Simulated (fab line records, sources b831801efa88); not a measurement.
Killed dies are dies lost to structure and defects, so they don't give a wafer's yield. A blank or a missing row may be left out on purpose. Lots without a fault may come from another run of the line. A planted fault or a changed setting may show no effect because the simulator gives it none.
Problem report in the 8D (eight disciplines) form, filled by code | flow gf180mcu | the parts of the form that need people (team, actions taken, sign-off) are left out

1. THE PROBLEM
V3_CVD_00_THK at GF_V3_THK_MEAS_01 reads a mean of 896 nm on 2 wafers of 2 lots; wafers without a fault read 599 nm with a standard deviation of 7.1. That is +42 standard deviations from the usual mean.
First seen on wafer L176.4, day 22 14:58, on film_metro-03. The record holds 39 wafers of 13 lots with a number at this step. Rule for "out", or "out of limits": more than 4 standard deviations from the usual mean. The other wafers with a number count as sound.

2. WHAT IT IS AND WHAT IT IS NOT
question                    | is                           | is not
which readings at this step | V3_CVD_00_THK                | -
which lots                  | L176, L177                   | L173, L174, L186, L187, L188, L189, L190, L192, L193, L194, L196
which wafers of those lots  | L176.4, L177.5               | L176.5, L176.6, L177.1, L177.2
read on which gauges        | film_metro-01, film_metro-03 | film_metro-02
when                        | from day 22 14:58            | up to then (8 sound wafers); but 29 sound wafers of L177, L186, L187, L188, L189, L190, L192, L193, L194, L196 came after

3. SUSPECTS, AND WHAT RULES EACH OUT
Counting: a tool at a process step up to the reading stays a suspect if it ran every lot that is out. Sound lots after the first of them don't rule it out here, since some wafers of a struck lot are sound.
- the gauge at GF_V3_THK_MEAS_01: ruled out. The wafers that are out were read on 2 gauges (film_metro-01, film_metro-03).
- hdpcvd-01 at GF_V3_CVD_00 (deposits SiO2, target thk 600 nm, time 100 s): kept. It ran every lot that is out, first L176 (day 22 14:53); its last sound lot up to then is L174 (day 21 16:26). Its own readings are out on those wafers: sih4_flow_sccm.
- Within hdpcvd-01 at GF_V3_CVD_00: the wafers that are out ran in chamber 0; their sound lot-mates ran in chambers 1, 2.
Left after counting: hdpcvd-01 at GF_V3_CVD_00.

4. THE CAUSE (what the simulator had put in)
Process parameter drift: hdpcvd-01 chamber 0, from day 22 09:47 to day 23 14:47, at GF_V3_CVD_00. Setting sih4_flow_sccm, moved by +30, from 60. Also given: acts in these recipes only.
Counting left only this tool.

5. THE CHAIN OF EFFECTS, in route order
Each row: a reading whose mean over the struck wafers that have a number lies more than 3 standard deviations from the usual. Only readings for which the record gives a usual standard deviation are gone through. hours: the time from each lot's start at the first step in this table that gives one to its start at this step, as a median over the lots. sigmas: the change in usual standard deviations.
hours | step              | reading        | usual      | on struck wafers | change | sigmas
0     | GF_V3_CVD_00      | sih4_flow_sccm | 60.00 sccm | 90.09            | +30.09 | +99 or more
0     | GF_V3_THK_MEAS_01 | V3_CVD_00_THK  | 599 nm     | 896              | +296   | +42
The process steps in it:
- GF_V3_CVD_00: deposits SiO2, target thk 600 nm, time 100 s.

6. WHAT WOULD HAVE CAUGHT IT SOONER
In this record the first reading out of limits at a measuring or inspecting step was taken at day 22 14:58, 5 hours after the fault began at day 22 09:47.
The tool's own readings at GF_V3_CVD_00 were out on every struck wafer that the step has a row for (sih4_flow_sccm): an alarm limit on them would have fired on the first of those.
Of the lots that are out (2), L177 began GF_V3_CVD_00 on hdpcvd-01 after day 22 14:58. A hold on the tool at that time would have spared it.
